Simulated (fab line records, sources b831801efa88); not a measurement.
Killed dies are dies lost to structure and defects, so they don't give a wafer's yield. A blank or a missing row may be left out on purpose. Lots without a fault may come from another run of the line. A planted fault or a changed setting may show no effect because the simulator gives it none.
Which tool did it? | flow sky130 | 7 lots, 21 wafers sampled, at 1 step of a route of 708

WHAT THE GAUGES READ, wafer by wafer
SKY_METAL1_OVL_MEAS_16.
lot  | measured     | on         | METAL1_OVL (nm)
L279 | day 33 07:55 | overlay-02 | 2 -5 2
L281 | day 34 16:39 | overlay-01 | -19 -14 -16
L290 | day 37 08:15 | overlay-02 | 5 4 -5
L292 | day 37 18:13 | overlay-02 | -10 -9 -10
L296 | day 38 21:56 | overlay-02 | -5 -3 -1
L298 | day 39 09:04 | overlay-02 | 6 5 1
L300 | day 39 19:46 | overlay-02 | 1 0 -4

WHICH TOOL RAN EACH LOT (tool, then ch and the chambers of the sampled wafers, then the start)
The record holds no process step before these readings.

THE ANSWER, worked out from the rows above alone
Rule: what is usual is taken from the lots themselves. Put in order of their means at a reading, lots are off if they are a third of the lots or fewer, leave a main group of 4 or more, and stand apart from it by a gap of 3 or more times the standard deviation of the main group's means; of several such gaps the widest counts. A main group whose means are all the same, to the digits that the tables above print for the reading, isn't used. A lot without any number at a reading at which 4 lots or more have one is off too. The other lots that the step has rows for count as sound.
No lot is off at any reading shown: from this, nothing can be told.

WHAT THE SIMULATOR HAD PUT IN
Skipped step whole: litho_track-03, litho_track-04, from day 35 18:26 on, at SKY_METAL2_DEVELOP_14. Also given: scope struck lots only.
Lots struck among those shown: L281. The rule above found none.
